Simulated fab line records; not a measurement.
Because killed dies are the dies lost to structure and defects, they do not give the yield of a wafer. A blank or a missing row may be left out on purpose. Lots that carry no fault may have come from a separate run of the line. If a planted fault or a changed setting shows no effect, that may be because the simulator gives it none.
2 desks, one fault | flow sfq_line | what lay behind the numbers comes last; until then each desk has only its own

== FROM THE METROLOGY DESK ==
Means of the sampled wafers that have a number, per lot and without regard to the tool the lot ran on: this is what the gauges read. Any lot whose mean is over 4 standard deviations away from the usual mean is out of limits and marked OUT; that distance is given in the brackets.
Columns: A = I7_OVL at SFQ_I7_OVL_MEAS_947, usual -1 nm; B = M8_OVL at SFQ_M8_OVL_MEAS_948, usual -2 nm
lot  | first seen here | A   | B
L937 | day 78 05:32    | -6  | -3
L939 | day 78 18:31    | -5  | -12
L940 | day 79 00:32    | 7   | -0
L941 | day 79 02:45    | 1   | -4
L942 | day 79 08:31    | -3  | 3
L944 | day 81 07:19    | -2  | -7
L945 | day 81 12:07    | -5  | -
L946 | day 81 13:26    | -1  | -
L953 | day 84 12:02    | -11 | -3
L955 | day 84 17:12    | 1   | 4
L956 | day 86 12:21    | -10 | 2
L957 | day 88 21:50    | 1   | -5
L958 | day 88 23:02    | 1   | 2
L959 | day 89 00:14    | -2  | -2
This desk's verdict: no lot among the 14 shows anything out of limits.

== FOR THE TOOL OWNER'S DESK: krf_scanner-01 ==
The tool's own readings at SFQ_TRILAYER_M8_LITHO_EXPOSE_194 (exposes mask M8, target cd 2000 nm): means of the sampled wafers that have a number, for each lot that ran on this tool. Any lot whose mean is over 4 standard deviations away from the usual mean is out of limits and marked OUT; that distance is given in the brackets.
Columns: A = exposure_dose_mJ_cm2 at SFQ_TRILAYER_M8_LITHO_EXPOSE_194, usual 14.400; B = focus_offset_nm at SFQ_TRILAYER_M8_LITHO_EXPOSE_194, usual 0.0 nm; C = reticle_temp_C at SFQ_TRILAYER_M8_LITHO_EXPOSE_194, usual 22.99 C
lot  | first seen here | A      | B    | C
L939 | day 83 09:30    | 14.404 | 0.1  | 22.93
L940 | day 83 13:30    | 14.405 | -0.5 | 23.13
L941 | day 83 15:30    | 14.369 | 0.2  | 23.05
L942 | day 83 16:42    | 14.413 | -0.6 | 22.97
L944 | day 85 09:45    | 14.423 | -0.3 | 22.96
L953 | day 87 00:12    | 14.399 | 0.9  | 22.99
L955 | day 87 06:12    | 14.405 | 0.2  | 23.09
L956 | day 88 19:08    | 14.407 | 0.2  | 23.01
L957 | day 89 05:56    | 14.392 | 1.0  | 22.90
L958 | day 89 07:08    | 14.390 | -0.5 | 22.96
L959 | day 89 09:44    | 14.402 | 0.2  | 23.02
This desk's verdict: no lot among the 11 shows anything out of limits.

== BROUGHT TOGETHER ==
At the metrology desk, nothing out of limits was observed.
Nothing out of limits was seen by the tool owner's desk.

== WHAT THE SIMULATOR HAD INSERTED ==
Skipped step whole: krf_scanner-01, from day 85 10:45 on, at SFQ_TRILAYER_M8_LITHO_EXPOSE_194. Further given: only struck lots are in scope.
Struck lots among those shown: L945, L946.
